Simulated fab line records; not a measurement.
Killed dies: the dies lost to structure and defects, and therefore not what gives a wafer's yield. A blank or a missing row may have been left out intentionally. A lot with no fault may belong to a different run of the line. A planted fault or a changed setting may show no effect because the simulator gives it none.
Which tool was responsible? ; flow gf180mcu ; 12 lots with 36 wafers sampled at 5 steps, on a route of 602 steps

## WHAT THE GAUGES READ, wafer by wafer
GF_V5_THK_MEAS_01. Usual: V5_CVD_00_THK typically reads 300.6 nm, with standard deviation 2.8.
lot;measured;on;V5_CVD_00_THK (nm);flag
L151;day 26 08:03;film-metro-04;305.9 306.0 303.8;
L152;day 26 16:22;film-metro-04;303.2 295.8 300.2;
L153;day 26 16:59;film-metro-03;302.7 303.6 303.6;
L154;day 27 09:50;film-metro-04;302.4 299.4 303.2;
L155;day 27 09:53;film-metro-03;299.6 306.0 303.6;
L156;day 27 16:39;film-metro-02;300.4 302.3 298.8;
L160;day 28 21:38;film-metro-02;304.4 297.4 301.4;
L164;day 30 12:58;film-metro-03;305.9 302.8 302.7;
L166;day 30 22:29;film-metro-02;300.2 299.1 304.1;
L170;day 32 01:45;film-metro-02;303.3 303.7 306.7;
L172;day 32 08:25;film-metro-02;300.0 297.5 299.3;
L174;day 33 00:41;film-metro-03;299.3 297.9 301.9;

GF_TOP_METAL_THK_MEAS_06: measures by xrf. Usual: TOP_METAL_ALCU_THK typically reads 889 nm, with standard deviation 11.
lot;measured;on;TOP_METAL_ALCU_THK (nm);flag
L151;day 27 07:22;film-metro-02;886 873 876;
L152;day 27 14:36;film-metro-01;890 893 887;
L153;day 27 15:41;film-metro-02;902 903 909;
L154;day 28 08:21;film-metro-01;878 879 886;
L155;day 28 08:33;film-metro-03;876 866 866;
L156;day 28 14:45;film-metro-03;876 876 886;
L160;day 29 19:14;film-metro-03;899 903 892;
L164;day 31 08:32;film-metro-03;902 893 897;
L166;day 31 19:17;film-metro-03;896 897 880;
L170;day 32 20:47;film-metro-03;869 870 870;
L172;day 33 03:22;film-metro-01;866 877 878;
L174;day 33 19:00;film-metro-03;888 883 879;

GF_PASSIVATION_THK_MEAS_01. Usual: PASSIVATION_CVD_00_THK typically reads 1000 nm, with standard deviation 13.
lot;measured;on;PASSIVATION_CVD_00_THK (nm);flag
L151;day 28 04:31;film-metro-02;1001 1000 1004;
L152;day 28 11:04;film-metro-02;1002 1011 1010;
L153;day 28 12:08;film-metro-04;995 997 1019;
L154;day 29 04:43;film-metro-02;992 987 1014;
L155;day 29 04:37;film-metro-01;1003 997 594;OFF
L156;day 29 11:07;film-metro-01;997 599 609;OFF
L160;day 30 13:55;film-metro-01;1001 991 1004;
L164;day 32 02:09;film-metro-04;992 979 1006;
L166;day 32 12:36;film-metro-01;1003 1006 1012;
L170;day 33 13:30;film-metro-01;988 994 988;
L172;day 33 19:27;film-metro-02;1000 1015 1017;
L174;day 34 10:56;film-metro-04;991 997 1002;

GF_PASSIVATION_THK_MEAS_03. Usual: PASSIVATION_CVD_02_THK typically reads 699 nm, with standard deviation 9.
lot;measured;on;PASSIVATION_CVD_02_THK (nm);flag
L151;day 28 04:52;film-metro-02;698 699 702;
L152;day 28 11:25;film-metro-04;700 710 706;
L153;day 28 12:29;film-metro-01;687 703 699;
L154;day 29 05:04;film-metro-02;711 702 715;
L155;day 29 04:58;film-metro-04;689 694 702;
L156;day 29 11:37;film-metro-02;696 712 709;
L160;day 30 14:25;film-metro-02;699 695 703;
L164;day 32 02:31;film-metro-04;693 681 701;
L166;day 32 12:57;film-metro-02;692 694 699;
L170;day 33 13:51;film-metro-02;693 691 700;
L172;day 33 19:48;film-metro-04;694 706 702;
L174;day 34 11:17;film-metro-02;688 684 704;

## WHAT TOOL EACH LOT RAN ON (gives the tool, then ch and the chambers of the sampled wafers, and finally the start)
lot;GF_PASSIVATION_CVD_00
L151;pecvd-04 ch 1,2, day 28 04:23
L152;pecvd-04 ch 0,1,2, day 28 10:59
L153;pecvd-04 ch 0,2, day 28 12:03
L154;pecvd-02 ch 0,2, day 29 04:35
L155;pecvd-04 ch 0,1,2, day 29 04:32
L156;pecvd-04 ch 1,2, day 29 11:02
L160;pecvd-03 ch 0,2, day 30 13:50
L164;pecvd-03 ch 0,1, day 32 02:04
L166;pecvd-02 ch 0, day 32 12:29
L170;pecvd-02 ch 0,1,2, day 33 13:26
L172;pecvd-04 ch 0,2, day 33 19:22
L174;pecvd-04 ch 0,2, day 34 10:52
- GF_PASSIVATION_CVD_00: deposits SiO2 from TEOS, target thk 1000 nm, time 111.95 s.

## AS READ BY THE TOOLS THEMSELVES (means over the sampled wafers that have a number; for cases with no such wafer, the mark the record gives instead)
GF_PASSIVATION_CVD_00. Usual: heater-power-outer-w 373 W, standard deviation 69; heater-power-w 635 W, standard deviation 90.
lot;tool;heater-power-outer-w (W);heater-power-w (W);flag
L151;pecvd-04;334;595;
L152;pecvd-04;399;664;
L153;pecvd-04;410;665;
L154;pecvd-02;320;562;
L155;pecvd-04;425;701;
L156;pecvd-04;361;606;
L160;pecvd-03;372;666;
L164;pecvd-03;449;764;
L166;pecvd-02;397;652;
L170;pecvd-02;389;653;
L172;pecvd-04;415;678;
L174;pecvd-04;426;679;

## THE ANSWER, worked out from the rows above alone
Rule: a lot is off if the mean of its wafers that have a number lies more than 3 standard deviations from the usual mean. A lot without any number at a reading at which 4 lots or more have one is off too. Where the step has rows for the other lots, those lots are counted as sound. After the gauges, taken in route order, come the tools' own readings; for these a lot's mean is taken, as printed above. At the first step where some lot is off, the reading lying furthest off is the one used; lots without a number count as furthest.
Off: L155, L156, seen at GF_PASSIVATION_THK_MEAS_01 (PASSIVATION_CVD_00_THK).
If a tool, at a process step before that reading, ran all the lots that are off and no sound lot after the first of them, it fits. The gauges at GF_PASSIVATION_THK_MEAS_01 are tried like those tools. None of those tried fits.

## WHAT THE SIMULATOR PUT IN
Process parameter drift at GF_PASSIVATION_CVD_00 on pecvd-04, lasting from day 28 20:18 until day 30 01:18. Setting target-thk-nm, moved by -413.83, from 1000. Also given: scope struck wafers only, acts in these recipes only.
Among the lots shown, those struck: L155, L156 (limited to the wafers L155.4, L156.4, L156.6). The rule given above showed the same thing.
